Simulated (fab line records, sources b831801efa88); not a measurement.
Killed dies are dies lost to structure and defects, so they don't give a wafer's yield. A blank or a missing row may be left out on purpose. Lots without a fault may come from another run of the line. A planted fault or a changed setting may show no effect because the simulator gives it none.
fab line records | flow sfq_line
record lots=14 wafers=42 last_day=96
route steps=325 shown M1@60 M2@99 I3@144 M4@155
lots that met no fault: from a run of the same line without faults
start_h: hours from the record's first day to the start of the lot's first wafer shown | wait_h: hours since the lot's step before | " the same as in the row above | L1.1+2: a row that stands for several wafers | - no value, or no start given | * or withheld: withheld | < > ~ a bound
route shown NAME@n: a module of which the file shows steps, and the number in the route of the first | usual: mean/standard deviation of fault-free wafers | same: alike in all rows | chamber/n: place in a boat | sites: the reading at each site | _std_site: their standard deviation | _edge_site: outer sites' mean less inner sites' | radius_mm: how far each site lies from the wafer's centre | mask NAME#n: copy n | behind: the tool/chamber that last shaped the wafer | hold: why the lot was held/for how many hours/how that ended | device: the transistor (n, p or np) that didn't switch | end of line: the same wafers' tests at the end of the route | a step without rows: its recipe alone | killed: dies lost to structure and defects at the first sort, not the wafer's yield | map: a wafer's dies, x killed, . not, _ none there
set.NAME: the setting as run; set.NAME@STEP: as run at that earlier step | model.NAME: the simulator's own value behind a step, which no gauge read
steps of the route over a sample of lots; a table a step, a row a wafer
services: from which hour (start_h, from the record's first day; less than 0 if before it) a tool's chamber was out of use, for how many hours, and why
## steps
# step SFQ_M1_RS_MEAS_909
# recipe thk_meas_gauge=four-point-probe reads=Nb_of_TRILAYER_M1_DEP_SPUTTER_037
# usual M1_NB_RS=0.893/0.008
# columns lot.wafer tool chamber start_h wait_h M1_NB_RS[ohm/sq]
L332.1 film_metro-04 - 408.98 0.0 0.879
L332.5 " - " " 0.877
L332.6 " - " " 0.879
L333.2 film_metro-01 - 426.56 0.1 0.903
L333.3 " - " " 0.891
L333.4 " - " " 0.892
L334.1 film_metro-04 - 433.71 0.0 0.904
L334.2 " - " " 0.900
L334.5 " - " " 0.906
L335.1 film_metro-03 - 445.11 0.0 0.905
L335.3 " - " " 0.908
L335.4 " - " " 0.902
L337.3 film_metro-04 - 476.67 0.1 0.886
L337.4 " - " " 0.893
L337.6 " - " " 0.895
L338.1 film_metro-03 - 492.21 0.0 0.888
L338.5 " - " " 0.884
L338.6 " - " " 0.887
L346.1 film_metro-03 - 546.61 0.0 0.888
L346.4 " - " " 0.884
L346.5 " - " " 0.886
L347.1 film_metro-03 - 571.00 0.0 0.889
L347.2 " - " " 0.880
L347.4 " - " " 0.889
L348.1 film_metro-01 - 580.64 0.0 0.886
L348.2 " - " " 0.894
L348.6 " - " " 0.893
L349.1 film_metro-03 - 596.29 0.0 0.898
L349.2 " - " " 0.894
L349.6 " - " " 0.891
L350.1 film_metro-04 - 610.69 0.0 0.894
L350.3 " - " " 0.900
L350.6 " - " " 0.896
L351.3 film_metro-04 - 623.71 0.1 0.900
L351.5 " - " " 0.896
L351.6 " - " " 0.885
L352.2 film_metro-03 - 630.71 0.1 0.898
L352.4 " - " " 0.901
L352.6 " - " " 0.902
L354.2 film_metro-03 - 643.91 0.1 0.896
L354.5 " - " " 0.899
L354.6 " - " " 0.898
# step SFQ_TRILAYER_M2_BARC_OPEN_METAL_ETCH_077
# recipe mask_material=PR chemistry=O2 target_depth_nm=125 target=BARC icp_w=584.8 bias_w=80 pressure_mtorr=10 time_s=41.7
# usual bias_w=80.00/0.22 chamber_pressure_mTorr=10.001/0.0092 drypump_motor_current_A=6.0/0.32 oes_product_au=0.685/0.0041
# same time_s=41.7
# columns lot.wafer tool chamber start_h wait_h bias_w chamber_pressure_mTorr drypump_motor_current_A oes_product_au rf_hours_counter_h
L332.1 rie_metal-02 0 882.51 0.0 79.82 10.022 5.5 0.686 57
L332.5 " 1 " " 79.89 9.981 6.0 0.687 -
L332.6 " 0 " " 79.99 9.983 5.5 0.681 -
L333.2 rie_metal-04 0 904.23 0.0 79.90 9.992 5.7 0.683 94
L333.3 " 1 " " 79.76 10.002 6.4 0.691 -
L333.4 " 0 " " 79.89 10.002 5.7 0.676 -
L334.1 rie_metal-03 1 910.90 0.0 80.14 10.017 5.8 0.689 11
L334.2 " 0 " " 80.05 10.000 6.3 0.682 60
L334.5 " 1 " " 79.99 10.009 5.8 0.681 -
L335.1 rie_metal-03 0 913.30 0.0 79.89 10.008 6.3 0.683 60
L335.3 " 1 " " 80.00 10.007 5.8 0.691 -
L335.4 " 0 " " 80.05 10.004 6.3 0.686 -
L337.3 rie_metal-03 0 938.12 0.0 80.05 9.991 6.3 0.684 -
L337.4 " 1 " " 80.02 10.003 5.8 0.679 -
L337.6 " 1 " " 80.12 9.993 5.8 0.685 -
L338.1 rie_metal-04 1 950.22 0.0 80.09 10.016 6.4 0.687 67
L338.5 " 1 " " 79.80 9.994 6.4 0.685 -
L338.6 " 0 " " 80.01 10.024 5.7 0.685 -
L346.1 rie_metal-03 0 995.95 0.0 79.94 10.003 6.3 0.683 70
L346.4 " 0 " " 79.86 10.003 6.3 0.684 -
L346.5 " 1 " " 80.05 10.002 5.8 0.690 -
L347.1 rie_metal-04 0 1015.27 0.0 79.91 10.009 5.7 0.690 109
L347.2 " 1 " " 79.90 10.006 6.3 0.691 75
L347.4 " 1 " " 80.06 9.993 6.3 0.684 -
L348.1 rie_metal-02 0 1026.20 0.0 80.18 10.007 5.5 0.680 74
L348.2 " 1 " " 80.24 10.010 6.1 0.682 42
L348.6 " 0 " " 80.16 9.999 5.5 0.687 -
L349.1 rie_metal-02 0 1039.20 0.0 79.99 9.981 5.5 0.693 76
L349.2 " 1 " " 80.21 9.993 6.0 0.682 44
L349.6 " 0 " " 79.88 10.004 5.5 0.690 -
L350.1 rie_metal-02 0 1057.11 0.0 80.26 10.017 5.5 0.682 79
L350.3 " 0 " " 80.32 9.996 5.5 0.683 -
L350.6 " 0 " " 80.45 10.000 5.5 0.686 -
L351.3 rie_metal-02 1 1063.13 0.0 80.15 9.987 6.0 0.687 -
L351.5 " 1 " " 79.78 9.995 6.0 0.690 -
L351.6 " 0 " " 80.11 10.008 5.5 0.687 -
L352.2 rie_metal-03 1 1071.51 0.0 80.08 10.012 5.8 0.687 31
L352.4 " 1 " " 80.24 10.011 5.8 0.679 -
L352.6 " 0 " " 80.09 10.001 6.3 0.681 -
L354.2 rie_metal-02 1 1085.91 0.0 80.26 9.997 6.0 0.688 51
L354.5 " 1 " " 80.00 10.001 6.0 0.693 -
L354.6 " 0 " " 80.08 10.014 5.5 0.688 -
# step SFQ_TRILAYER_M2_STRIP_STRIP_061
# recipe gas=O2 power_w=200 platen_temp_c=40 overash_fraction=0.65 chemistry=O2 pressure_mtorr=50
# usual drypump_motor_current_A=6.0/0.33 oes_product_au=0.994/0.0071
# columns lot.wafer tool chamber start_h wait_h drypump_motor_current_A oes_product_au rf_hours_counter_h
L332.1 rie_metal-02 0 882.69 0.1 5.5 1.009 57
L332.5 " 1 " " 6.0 0.992 -
L332.6 " 0 " " 5.5 1.008 -
L333.2 rie_metal-04 0 904.42 0.1 5.7 0.998 94
L333.3 " 1 " " 6.4 1.006 -
L333.4 " 0 " " 5.7 0.992 -
L334.1 rie_metal-03 1 911.08 0.1 5.8 0.988 11
L334.2 " 0 " " 6.3 0.993 60
L334.5 " 1 " " 5.9 0.997 -
L335.1 rie_metal-03 0 913.48 0.1 6.3 0.999 61
L335.3 " 1 " " 5.8 0.996 -
L335.4 " 0 " " 6.3 1.003 -
L337.3 rie_metal-03 0 938.48 0.2 6.3 0.996 -
L337.4 " 1 " " 5.8 0.990 -
L337.6 " 1 " " 5.8 0.974 -
L338.1 rie_metal-04 1 950.47 0.1 6.4 1.000 67
L338.5 " 1 " " 6.4 0.989 -
L338.6 " 0 " " 5.7 1.005 -
L346.1 rie_metal-03 0 996.13 0.1 6.3 1.002 70
L346.4 " 0 " " 6.4 1.008 -
L346.5 " 1 " " 5.8 0.995 -
L347.1 rie_metal-04 0 1015.46 0.1 5.7 0.994 109
L347.2 " 1 " " 6.4 0.997 75
L347.4 " 1 " " 6.4 0.987 -
L348.1 rie_metal-02 0 1026.38 0.1 5.5 0.993 74
L348.2 " 1 " " 6.0 0.996 42
L348.6 " 0 " " 5.5 0.990 -
L349.1 rie_metal-02 0 1039.38 0.1 5.5 0.997 76
L349.2 " 1 " " 6.0 0.995 44
L349.6 " 0 " " 5.5 0.991 -
L350.1 rie_metal-02 0 1057.30 0.1 5.5 0.995 79
L350.3 " 0 " " 5.5 1.003 -
L350.6 " 0 " " 5.5 0.991 -
L351.3 rie_metal-02 1 1063.50 0.2 6.0 0.991 -
L351.5 " 1 " " 6.0 0.986 -
L351.6 " 0 " " 5.4 0.992 -
L352.2 rie_metal-03 1 1071.70 0.1 5.8 0.995 31
L352.4 " 1 " " 5.8 0.995 -
L352.6 " 0 " " 6.4 0.994 -
L354.2 rie_metal-02 1 1086.10 0.1 6.0 0.985 51
L354.5 " 1 " " 6.0 0.983 -
L354.6 " 0 " " 5.5 0.989 -
# step SFQ_TRILAYER_I3_VIA_BARC_OPEN_VIA_ETCH_121
# recipe mask_material=PR chemistry=O2 target_depth_nm=125 target=BARC source_w=500 bias_w=80 pressure_mtorr=30 time_s=41.7
# usual bias_w=79.98/0.26 chamber_pressure_mTorr=29.997/0.028 drypump_motor_current_A=6.0/0.39 oes_product_au=0.685/0.0043 time_s=41.7/0
# columns lot.wafer tool chamber start_h wait_h bias_w chamber_pressure_mTorr drypump_motor_current_A oes_product_au rf_hours_counter_h time_s
L332.1 rie_diel-02 1 1039.32 0.0 80.17 30.029 5.7 0.677 10 41.7
L332.5 " 2 " " 79.97 29.954 6.3 0.683 - 41.7
L332.6 " 3 " " 79.87 30.023 6.4 0.678 - 41.7
L333.2 rie_diel-04 1 1192.75 0.0 79.88 29.974 5.3 0.686 4 41.7
L333.3 " 3 " " 80.26 30.011 5.6 0.683 14 41.7
L333.4 " 2 " " 79.77 30.022 6.2 0.678 9 41.7
L334.1 rie_diel-04 3 1202.35 0.0 79.58 30.030 5.6 0.686 14 41.7
L334.2 " 2 " " 79.80 30.004 6.2 0.687 9 41.7
L334.5 " 2 " " 79.88 30.010 6.2 0.680 - 41.7
L335.1 rie_diel-04 3 1210.87 0.0 80.53 29.947 5.5 0.687 15 41.7
L335.3 " 0 " " 79.98 29.988 6.0 0.684 9 41.7
L335.4 " 1 " " 80.14 29.973 5.3 0.686 5 41.7
L337.3 rie_diel-03 2 1232.60 0.0 - - - - - -
L337.4 " 0 " " - - - - - -
L337.6 " 0 " " - - - - - -
L338.1 rie_diel-04 2 1245.24 0.0 - - - - - -
L338.5 " 0 " " - - - - - -
L338.6 " 1 " " - - - - - -
L346.1 rie_diel-04 1 1286.61 0.0 79.79 30.023 5.3 0.688 6 41.7
L346.4 " 3 " " 80.31 30.061 5.6 0.680 16 41.7
L346.5 " 1 " " 80.36 30.007 5.3 0.687 - 41.7
L347.1 rie_diel-03 2 1311.33 0.0 80.03 29.946 6.5 0.688 6 41.7
L347.2 " 3 " " 80.21 29.989 6.2 0.683 13 41.7
L347.4 " 1 " " 80.43 30.040 5.5 0.682 - 41.7
L348.1 rie_diel-02 1 1320.50 0.0 79.97 29.992 5.7 0.675 14 41.7
L348.2 " 0 " " 79.60 30.037 6.1 0.688 11 41.7
L348.6 " 1 " " 79.41 29.976 5.7 0.687 - 41.7
L349.1 rie_diel-03 1 1333.22 0.0 79.68 30.007 5.5 0.687 12 41.7
L349.2 " 3 " " 79.77 29.953 6.2 0.688 13 41.7
L349.6 " 3 " " 80.05 30.010 6.2 0.683 - 41.7
L350.1 rie_diel-03 0 1345.78 0.0 80.13 30.003 6.4 0.682 5 41.7
L350.3 " 2 " " 79.93 29.974 6.5 0.682 7 41.7
L350.6 " 0 " " 79.97 30.033 6.4 0.687 - 41.7
L351.3 rie_diel-02 3 1354.18 0.0 79.63 30.024 6.4 0.691 10 41.7
L351.5 " 3 " " 79.94 29.979 6.4 0.687 - 41.7
L351.6 " 1 " " 79.83 29.974 5.7 0.687 - 41.7
L352.2 rie_diel-03 1 1362.31 0.0 79.94 29.979 5.5 0.679 12 41.7
L352.4 " 3 " " 80.16 29.988 6.2 0.689 14 41.7
L352.6 " 1 " " 80.02 29.923 5.5 0.686 - 41.7
L354.2 rie_diel-04 2 1380.42 0.0 79.83 30.042 6.2 0.685 11 41.7
L354.5 " 2 " " 79.65 29.998 6.2 0.681 - 41.7
L354.6 " 1 " " 80.02 30.007 5.3 0.688 - 41.7
# step SFQ_TRILAYER_I3_VIA_ETCH_VIA_ETCH_088
# recipe target=SiO2 stop_on=Nb mask_material=PR taper_deg=20 chemistry=CHF3 target_depth_nm=260 source_w=500 bias_w=80 pressure_mtorr=30 time_s=withheld
# usual bias_w=80.01/0.24 chamber_pressure_mTorr=30.00/0.031 drypump_motor_current_A=6.0/0.4 oes_product_au=0.850/0.0053
# columns lot.wafer tool chamber start_h wait_h bias_w chamber_pressure_mTorr drypump_motor_current_A oes_product_au
L332.1 rie_diel-02 1 1039.36 0.0 80.00 29.99 5.7 0.848
L332.5 " 2 " " 79.83 29.99 6.3 0.856
L332.6 " 3 " " 79.83 29.96 6.4 0.851
L333.2 rie_diel-04 1 1192.79 0.0 79.90 29.97 5.3 0.842
L333.3 " 3 " " 79.94 30.01 5.5 0.854
L333.4 " 2 " " 80.08 30.02 6.2 0.848
L334.1 rie_diel-04 3 1202.39 0.0 79.82 30.03 5.6 0.849
L334.2 " 2 " " 80.25 29.99 6.2 0.852
L334.5 " 2 " " 80.63 30.01 6.2 0.857
L335.1 rie_diel-04 3 1210.91 0.0 80.56 30.00 5.6 0.863
L335.3 " 0 " " 80.12 29.99 6.0 0.853
L335.4 " 1 " " 79.87 29.96 5.3 0.852
L337.3 rie_diel-03 2 1232.64 0.0 79.93 30.02 6.5 0.384
L337.4 " 0 " " 80.51 29.99 6.4 0.373
L337.6 " 0 " " 80.06 30.01 6.4 0.375
L338.1 rie_diel-04 2 1245.28 0.0 80.06 30.03 6.2 0.376
L338.5 " 0 " " 79.71 30.02 6.0 0.371
L338.6 " 1 " " 79.81 30.01 5.3 0.376
L346.1 rie_diel-04 1 1286.65 0.0 79.95 30.02 5.3 0.853
L346.4 " 3 " " 80.05 30.00 5.6 0.863
L346.5 " 1 " " 79.98 30.03 5.3 0.851
L347.1 rie_diel-03 2 1311.37 0.0 80.34 30.00 6.5 0.855
L347.2 " 3 " " 80.04 29.96 6.2 0.844
L347.4 " 1 " " 80.00 30.00 5.4 0.857
L348.1 rie_diel-02 1 1320.54 0.0 79.69 30.00 5.7 0.836
L348.2 " 0 " " 80.21 30.01 6.1 0.843
L348.6 " 1 " " 79.98 30.00 5.7 0.850
L349.1 rie_diel-03 1 1333.26 0.0 80.28 30.01 5.5 0.853
L349.2 " 3 " " 79.96 30.05 6.2 0.849
L349.6 " 3 " " 80.05 30.02 6.2 0.849
L350.1 rie_diel-03 0 1345.82 0.0 79.82 29.99 6.4 0.857
L350.3 " 2 " " 79.57 29.99 6.5 0.856
L350.6 " 0 " " 79.95 30.05 6.4 0.856
L351.3 rie_diel-02 3 1354.22 0.0 80.52 30.02 6.3 0.846
L351.5 " 3 " " 80.12 30.05 6.4 0.840
L351.6 " 1 " " 80.21 29.99 5.7 0.844
L352.2 rie_diel-03 1 1362.35 0.0 79.54 29.98 5.5 0.838
L352.4 " 3 " " 79.79 30.02 6.3 0.847
L352.6 " 1 " " 79.88 30.02 5.5 0.848
L354.2 rie_diel-04 2 1380.46 0.0 80.41 30.00 6.2 0.848
L354.5 " 2 " " 79.92 29.95 6.3 0.848
L354.6 " 1 " " 79.98 29.97 5.3 0.841
# step SFQ_TRILAYER_M4_LITHO_EXPOSE_094
# recipe mask_id=M4 na=0.6 source_shape=conventional sigma_outer=0.65 target_cd_nm=500 dose_mj=14.4
# usual exposure_dose_mJ_cm2=14.399/0.013 focus_offset_nm=0.1/0.53 reticle_temp_C=23.00/0.11
# columns lot.wafer tool chamber start_h wait_h mask exposure_dose_mJ_cm2 focus_offset_nm reticle_temp_C
L332.1 krf_scanner-02 0 1041.30 - M4#0 14.395 -0.2 23.10
L332.5 " 0 " " M4#0 14.390 1.1 22.89
L332.6 " 0 " " M4#0 14.412 0.0 23.01
L333.2 krf_scanner-01 0 1196.34 - M4#0 14.411 -0.1 23.00
L333.3 " 0 " " M4#0 14.421 -0.1 23.00
L333.4 " 0 " " M4#0 14.418 0.2 23.07
L334.1 krf_scanner-02 0 1210.96 - M4#0 14.410 -0.4 22.96
L334.2 " 0 " " M4#0 14.393 0.7 23.02
L334.5 " 0 " " M4#0 14.405 0.7 23.07
L335.1 krf_scanner-02 0 1213.36 - M4#0 14.383 0.2 23.00
L335.3 " 0 " " M4#0 14.386 0.0 23.04
L335.4 " 0 " " M4#0 14.407 -0.5 22.92
L337.3 krf_scanner-01 - 1235.30 - M4#0 - - -
L337.4 " - " " M4#0 - - -
L337.6 " - " " M4#0 - - -
L338.1 krf_scanner-01 - 1380.05 - M4#0 - - -
L338.5 " - " " M4#0 - - -
L338.6 " - " " M4#0 - - -
L346.1 krf_scanner-02 0 1422.18 - M4#0 14.397 0.0 22.72
L346.4 " 0 " " M4#0 14.402 -0.3 22.99
L346.5 " 0 " " M4#0 14.394 0.4 22.89
L347.1 krf_scanner-01 0 1446.62 - M4#0 14.401 0.0 22.94
L347.2 " 0 " " M4#0 14.385 0.0 22.95
L347.4 " 0 " " M4#0 14.401 -0.2 23.03
L348.1 krf_scanner-01 0 1453.82 - M4#0 14.422 -0.9 23.08
L348.2 " 0 " " M4#0 14.403 0.5 23.10
L348.6 " 0 " " M4#0 14.409 -0.4 23.11
L349.1 krf_scanner-01 0 1469.42 - M4#0 14.396 0.1 22.95
L349.2 " 0 " " M4#0 14.406 1.2 23.00
L349.6 " 0 " " M4#0 14.401 0.8 22.98
L350.1 krf_scanner-02 0 1481.54 - M4#0 14.393 0.2 22.89
L350.3 " 0 " " M4#0 14.401 0.2 23.20
L350.6 " 0 " " M4#0 14.384 0.1 23.07
L351.3 krf_scanner-01 0 1488.87 - M4#0 14.382 -0.5 23.00
L351.5 " 0 " " M4#0 14.396 0.4 22.99
L351.6 " 0 " " M4#0 14.392 0.0 23.13
L352.2 krf_scanner-01 0 1495.87 - M4#0 14.414 -0.7 23.09
L352.4 " 0 " " M4#0 14.416 -1.0 22.94
L352.6 " 0 " " M4#0 14.430 -0.9 22.93
L354.2 krf_scanner-01 0 1507.87 - M4#0 14.418 1.1 23.09
L354.5 " 0 " " M4#0 14.379 1.0 22.85
L354.6 " 0 " " M4#0 14.394 1.2 22.89
## services
# columns tool chamber start_h hours kind
rie_diel-04 3 874.42 14.6 repair
rie_diel-03 1 877.06 23.6 repair
rie_diel-03 3 904.35 8.3 repair
rie_diel-04 1 959.20 5.8 repair
rie_metal-02 - 968.01 1.4 pm
rie_diel-04 3 985.19 5.2 repair
rie_metal-02 - 996.50 14.6 pm
rie_diel-03 - 1009.60 2.1 repair
rie_diel-04 - 1032.64 1.8 repair
rie_metal-03 - 1047.43 14.0 repair
rie_diel-04 - 1104.49 0.1 repair
rie_diel-03 - 1139.75 0.4 repair
rie_diel-03 - 1145.17 10.0 pm
rie_metal-03 0 1185.84 1.7 repair
rie_metal-03 - 1190.64 2.8 pm
rie_diel-04 3 1217.40 7.2 repair
rie_diel-04 - 1230.38 14.6 pm
rie_diel-04 2 1257.81 15.9 repair
rie_diel-04 0 1311.28 4.6 repair
rie_diel-04 0 1355.72 14.5 repair
rie_metal-02 - 1361.70 2.8 pm
rie_diel-04 2 1410.43 13.0 repair
rie_diel-04 - 1419.05 1.1 repair
rie_diel-04 2 1484.85 2.9 repair
## key
first_sign step=SFQ_TRILAYER_I3_VIA_BARC_OPEN_VIA_ETCH_121 reading=tool_record direction=missing
effect step=SFQ_TRILAYER_I3_VIA_ETCH_VIA_ETCH_088 reading=oes_product_au direction=down sigmas=89 usual=0.850 struck=0.376
effect step=SFQ_TRILAYER_M4_LITHO_EXPOSE_094 reading=tool_record direction=missing
met_at SFQ_TRILAYER_I3_VIA_BARC_OPEN_VIA_ETCH_121
struck_lots L337,L338
not_acting_at SFQ_M1_RS_MEAS_909,SFQ_TRILAYER_M2_BARC_OPEN_METAL_ETCH_077,SFQ_TRILAYER_M2_STRIP_STRIP_061
onset_between 1210.87 1232.60
fault kind=skipped_step_whole tool=rie_diel-03,rie_diel-04 chamber=- onset_h=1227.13 steps=SFQ_TRILAYER_I3_VIA_BARC_OPEN_VIA_ETCH_121 scope=struck_lots_only
